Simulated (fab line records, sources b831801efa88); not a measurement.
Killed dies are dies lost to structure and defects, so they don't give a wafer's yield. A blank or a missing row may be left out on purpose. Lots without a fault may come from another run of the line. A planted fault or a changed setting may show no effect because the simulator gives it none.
A struck lot beside a sound one | flow gf180mcu | 23 steps out of a route of 602
Sound: wafers L526.1, L526.2, L526.5. Struck: wafers L534.1, L534.4, L534.6. The cause comes at the end.
At each step with rows: each side's tool, then ch and its chambers, then its first start. Under that, the readings that differ: sound wafers | struck wafers | difference of the means | sigmas: that difference in standard deviations of wafers without a fault.
alike: readings whose means differ by less than 2 such deviations, and words and numbers that are the same on both sides. not compared: withheld readings, readings that some wafer has no value for, bounds like >300 that may hide the same value, and numbers for which the record gives no deviation and whose values overlap.
The two part at a step that has a row with sigmas, a row that says differs or no value, or rows on one side only. Numbers that don't overlap but have no deviation are shown without sigmas and don't part them. A reading that every wafer of one side lacks parts them only if that side has two wafers or more.

first, 5 steps without rows for these wafers: GF_MVSD_COAT_02 (resist thk 3000 nm); GF_MVSD_SOFTBAKE_03; GF_MVSD_EXPOSE_04 (exposes mask MVSD, target cd 1000 nm); GF_MVSD_PEB_05; GF_MVSD_DEVELOP_06 (develop time 60 s).
GF_MVSD_OVL_MEAS_07:
  sound on overlay-02, day 6 17:00; struck on overlay-01, day 8 12:30
  reading       | sound          | struck      | difference | sigmas
  MVSD_OVL (nm) | -1.6 -2.5 -1.3 | 1.4 2.0 1.5 | +3.4       | +2
then, 2 steps without rows for these wafers: GF_MVSD_IMPLANT_08; GF_MVSD_IMPLANT_09.
GF_MVSD_STRIP_10: strips in O2/N2.
  sound on plasma_asher-04 ch 0,1, day 6 17:20; struck on plasma_asher-04 ch 0,1, day 8 12:50
  alike: drypump_motor_current_A, heater_power_w, o2_flow_sccm, oes_product_au, strip_time_to_endpoint_s
  not compared: rf_hours_counter_h
GF_MVSD_TW_MEAS_11:
  sound on film_metro-02, day 6 17:26; struck on film_metro-02, day 8 12:56
  alike: MVSD_TW
then, 2 steps without rows for these wafers: GF_MVPSD_DEHYDRATE_00 (time 60 s); GF_MVPSD_HMDS_01 (prime time 60 s).
GF_MVPSD_COAT_02: resist thk 3000 nm.
  sound on litho_track-01 ch 0, day 7 00:43; struck on litho_track-01 ch 0, day 8 21:43
  reading                                 | sound                | struck               | difference | sigmas
  spin_speed_rpm (rpm)                    | 2001.3 2000.3 2002.4 | 2076.7 2075.2 2076.4 | +74.8      | +68
  model.coat_of_MVPSD_COAT_02.thk_nm (nm) | 3022 3019 3028       | 2945 2948 2944       | -77        |
then, 3 steps without rows for these wafers: GF_MVPSD_SOFTBAKE_03; GF_MVPSD_EXPOSE_04 (exposes mask MVPSD, target cd 1000 nm); GF_MVPSD_PEB_05.
GF_MVPSD_DEVELOP_06: develop time 60 s.
  sound on litho_track-01 ch 0; struck on litho_track-04 ch 0
  reading                                 | sound          | struck         | difference | sigmas
  model.coat_of_MVPSD_COAT_02.thk_nm (nm) | 3021 3018 3027 | 2944 2947 2943 | -77        |
GF_MVPSD_OVL_MEAS_07:
  sound on overlay-02, day 7 08:46; struck on overlay-01, day 9 06:13
  alike: MVPSD_OVL
then, 2 steps without rows for these wafers: GF_MVPSD_IMPLANT_08; GF_MVPSD_IMPLANT_09.
GF_MVPSD_STRIP_10: strips in O2/N2.
  sound on plasma_asher-03 ch 0,1, day 7 09:06; struck on plasma_asher-04 ch 1, day 9 06:33
  reading                      | sound             | struck            | difference | sigmas
  strip_time_to_endpoint_s (s) | 37.21 37.18 37.28 | 36.33 36.38 36.33 | -0.88      | -9
  alike: drypump_motor_current_A, heater_power_w, o2_flow_sccm, oes_product_au
  not compared: rf_hours_counter_h
GF_MVPSD_TW_MEAS_11:
  sound on film_metro-02, day 7 09:12; struck on film_metro-02, day 9 06:39
  alike: MVPSD_TW
GF_PASSIVATION_PROBE_99:
  the record has rows for the sound wafers here (prober-01, day 32 04:11) and none for the struck ones

WHERE THEY PART
First at GF_MVSD_OVL_MEAS_07; last, within this record, at GF_PASSIVATION_PROBE_99.

WHY: what the simulator had put in
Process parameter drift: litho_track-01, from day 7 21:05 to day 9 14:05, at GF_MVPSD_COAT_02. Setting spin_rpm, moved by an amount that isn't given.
